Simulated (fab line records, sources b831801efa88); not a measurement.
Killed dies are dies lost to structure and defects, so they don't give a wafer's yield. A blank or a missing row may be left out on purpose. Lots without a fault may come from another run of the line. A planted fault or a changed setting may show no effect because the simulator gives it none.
Which tool did it? | flow gf180mcu | 13 lots, 39 wafers sampled, at 5 steps of a route of 602

WHAT THE GAUGES READ, wafer by wafer
GF_VT_IMPLANT_TW_MEAS_10. Usual: VT_IMPLANT_TW 565.0, standard deviation 2.8.
lot  | measured     | on            | VT_IMPLANT_TW     | flag
L664 | day 5 13:12  | film_metro-01 | 561.1 559.2 562.8 |
L665 | day 5 22:14  | film_metro-01 | 564.7 563.0 565.8 |
L666 | day 6 02:46  | film_metro-04 | 567.2 566.0 565.0 |
L667 | day 6 09:16  | film_metro-01 | 564.2 564.6 561.0 |
L670 | day 7 09:17  | film_metro-03 | 565.3 566.9 567.7 |
L671 | day 7 09:35  | film_metro-04 | 562.4 562.5 561.4 |
L673 | day 8 02:17  | film_metro-03 | 563.7 565.6 560.8 |
L674 | day 8 02:37  | film_metro-04 | 562.6 569.9 566.3 |
L678 | day 9 09:17  | film_metro-04 | 565.4 563.5 567.5 |
L681 | day 10 03:05 | film_metro-04 | 581.5 577.0 576.6 | OFF
L682 | day 10 05:00 | film_metro-03 | 580.2 582.3 582.7 | OFF
L686 | day 11 10:09 | film_metro-04 | 563.7 564.6 563.5 |
L687 | day 11 14:46 | film_metro-03 | 566.6 564.9 562.5 |

GF_HV_LDD_CD_MEAS_46: target cd 400 nm. Usual: cd_nm 400.0 nm, standard deviation 2.3.
lot  | measured     | on        | cd_nm (nm)        | flag
L664 | day 12 07:37 | cd_sem-01 | 400.4 400.1 401.5 |
L665 | day 13 01:01 | cd_sem-02 | 401.9 400.4 401.5 |
L666 | day 13 01:40 | cd_sem-02 | 398.2 398.9 396.4 |
L667 | day 13 04:28 | cd_sem-02 | 400.0 400.9 399.3 |
L670 | day 14 16:28 | cd_sem-02 | 402.0 401.5 401.1 |
L671 | day 14 18:47 | cd_sem-02 | 397.4 397.9 401.5 |
L673 | day 15 16:04 | cd_sem-01 | 403.2 401.8 402.0 |
L674 | day 15 16:49 | cd_sem-01 | 397.6 397.8 399.2 |
L678 | day 17 08:05 | cd_sem-01 | 401.7 401.5 402.4 |
L681 | day 18 03:01 | cd_sem-01 | 394.0 396.0 396.2 |
L682 | day 18 08:06 | cd_sem-01 | 403.1 400.6 403.4 |
L686 | day 19 23:16 | cd_sem-01 | 397.2 399.1 400.0 |
L687 | day 20 04:58 | cd_sem-02 | 399.9 400.0 399.9 |

GF_M1_THK_MEAS_06: measures by xrf. Usual: M1_ALCU_THK 455 nm, standard deviation 4.9.
lot  | measured     | on            | M1_ALCU_THK (nm) | flag
L664 | day 16 01:56 | film_metro-04 | 449 444 444      |
L665 | day 16 21:54 | film_metro-03 | 455 466 462      |
L666 | day 16 21:50 | film_metro-04 | 460 465 464      |
L667 | day 17 01:59 | film_metro-04 | 450 451 451      |
L670 | day 18 16:29 | film_metro-03 | 448 458 455      |
L671 | day 18 21:53 | film_metro-04 | 455 447 453      |
L673 | day 19 22:07 | film_metro-03 | 456 457 456      |
L674 | day 19 22:29 | film_metro-04 | 454 460 464      |
L678 | day 21 14:31 | film_metro-03 | 457 457 455      |
L681 | day 22 10:40 | film_metro-03 | 460 457 462      |
L682 | day 22 15:40 | film_metro-03 | 452 456 451      |
L686 | day 24 04:13 | film_metro-03 | 459 457 463      |
L687 | day 24 08:38 | film_metro-04 | 459 461 462      |

WHICH TOOL RAN EACH LOT (tool, then ch and the chambers of the sampled wafers, then the start)
lot  | GF_VT_IMPLANT_IMPLANT_08        | GF_VT_IMPLANT_STRIP_20
L664 | implanter-04 ch 0, day 5 12:57  | plasma_asher-03 ch 0,1, day 6 03:23
L665 | implanter-04 ch 0, day 5 21:59  | plasma_asher-04 ch 0,1, day 6 13:02
L666 | implanter-01 ch 0, day 6 02:31  | plasma_asher-04 ch 0,1, day 6 17:41
L667 | implanter-04 ch 0, day 6 09:04  | plasma_asher-01 ch 0,1, day 7 00:49
L670 | implanter-04 ch 0, day 7 09:02  | plasma_asher-03 ch 0,1, day 8 01:51
L671 | implanter-03 ch 0, day 7 09:20  | plasma_asher-03 ch 0,1, day 8 01:57
L673 | implanter-03 ch 0, day 8 02:02  | plasma_asher-01 ch 0,1, day 8 19:27
L674 | implanter-01 ch 0, day 8 02:24  | plasma_asher-03 ch 0,1, day 8 20:11
L678 | implanter-04 ch 0, day 9 09:02  | plasma_asher-04 ch 0,1, day 10 02:32
L681 | implanter-03 ch 0, day 10 02:50 | plasma_asher-01 ch 0,1, day 10 21:03
L682 | implanter-03 ch 0, day 10 04:46 | plasma_asher-04 ch 0,1, day 10 23:32
L686 | implanter-04 ch 0, day 11 09:54 | plasma_asher-03 ch 0,1, day 12 05:12
L687 | implanter-04 ch 0, day 11 14:32 | plasma_asher-03 ch 0,1, day 12 10:14
- GF_VT_IMPLANT_IMPLANT_08
- GF_VT_IMPLANT_STRIP_20: strips in O2/N2.

WHAT THE TOOLS THEMSELVES READ (means of the sampled wafers that have a number; where no wafer has one, the mark that the record gives instead)
GF_VT_IMPLANT_IMPLANT_08. Usual: beam_energy_keV 20.000, standard deviation 0.0055; beam_on_s 10.00 s, standard deviation 0.19.
lot  | tool         | beam_energy_keV | beam_on_s (s) | flag
L664 | implanter-04 | 20.001          | 10.04         |
L665 | implanter-04 | 20.003          | 9.92          |
L666 | implanter-01 | 20.001          | 9.94          |
L667 | implanter-04 | 20.005          | 10.24         |
L670 | implanter-04 | 20.005          | 9.90          |
L671 | implanter-03 | 19.995          | 10.03         |
L673 | implanter-03 | 19.992          | 10.11         |
L674 | implanter-01 | 20.010          | 10.05         |
L678 | implanter-04 | 19.995          | 9.81          |
L681 | implanter-03 | 22.337          | 10.00         | OFF
L682 | implanter-03 | 22.331          | 10.16         | OFF
L686 | implanter-04 | 20.005          | 9.99          |
L687 | implanter-04 | 19.994          | 9.87          |

GF_VT_IMPLANT_STRIP_20. Usual: drypump_motor_current_A 5.67 A, standard deviation 0.14; heater_power_w 314 W, standard deviation 39; oes_product_au 0.716 a.u., standard deviation 0.0049; strip_time_to_endpoint_s 12.50 s, standard deviation 0.036.
lot  | tool            | drypump_motor_current_A (A) | heater_power_w (W) | oes_product_au (a.u.) | strip_time_to_endpoint_s (s) | flag
L664 | plasma_asher-03 | 5.73                        | 332                | 0.714                 | 12.51                        |
L665 | plasma_asher-04 | 5.48                        | 298                | 0.716                 | 12.57                        |
L666 | plasma_asher-04 | 5.52                        | 322                | 0.719                 | 12.51                        |
L667 | plasma_asher-01 | 5.78                        | 308                | 0.716                 | 12.50                        |
L670 | plasma_asher-03 | 5.76                        | 340                | 0.713                 | 12.46                        |
L671 | plasma_asher-03 | 5.72                        | 302                | 0.712                 | 12.52                        |
L673 | plasma_asher-01 | 5.77                        | 304                | 0.715                 | 12.53                        |
L674 | plasma_asher-03 | 5.72                        | 336                | 0.714                 | 12.50                        |
L678 | plasma_asher-04 | 5.52                        | 323                | 0.719                 | 12.48                        |
L681 | plasma_asher-01 | 5.83                        | 315                | 0.718                 | 12.48                        |
L682 | plasma_asher-04 | 5.51                        | 320                | 0.713                 | 12.47                        |
L686 | plasma_asher-03 | 5.76                        | 334                | 0.718                 | 12.45                        |
L687 | plasma_asher-03 | 5.78                        | 339                | 0.720                 | 12.48                        |

THE ANSWER, worked out from the rows above alone
Rule: a lot is off if the mean of its wafers that have a number lies more than 3 standard deviations from the usual mean. A lot without any number at a reading at which 4 lots or more have one is off too. The other lots that the step has rows for count as sound. The gauges are gone through in route order, then the tools' own readings, and for those a lot's mean is taken as printed above. The first step at which some lot is off is used, and at that step the reading that is off furthest; a lot without a number counts as furthest.
Off: L681, L682, at GF_VT_IMPLANT_TW_MEAS_10 (VT_IMPLANT_TW).
A tool fits if, at a process step before that reading, it ran every lot that is off, and no sound lot after the first of them. The gauges at GF_VT_IMPLANT_TW_MEAS_10 aren't tried: what is off there is off at GF_VT_IMPLANT_IMPLANT_08 too, on other tools, and a gauge's error can't cause that. One fits: implanter-03 at GF_VT_IMPLANT_IMPLANT_08. Its last sound lot is L673 (day 8 02:02), its first lot that is off L681 (day 10 02:50): a fault that began between those two fits.
The tool's own readings at GF_VT_IMPLANT_IMPLANT_08 bear it out: on the lots that are off they differ by more than 5 times the standard deviation of the sound lots' means. beam_energy_keV reads 22.334 there against 20.001 on the sound lots.

WHAT THE SIMULATOR HAD PUT IN
Process parameter drift: implanter-03, from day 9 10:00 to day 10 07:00, at GF_VT_IMPLANT_IMPLANT_08. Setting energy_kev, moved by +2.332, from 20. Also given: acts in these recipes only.
Lots struck among those shown: L681, L682. The rule above found the same.
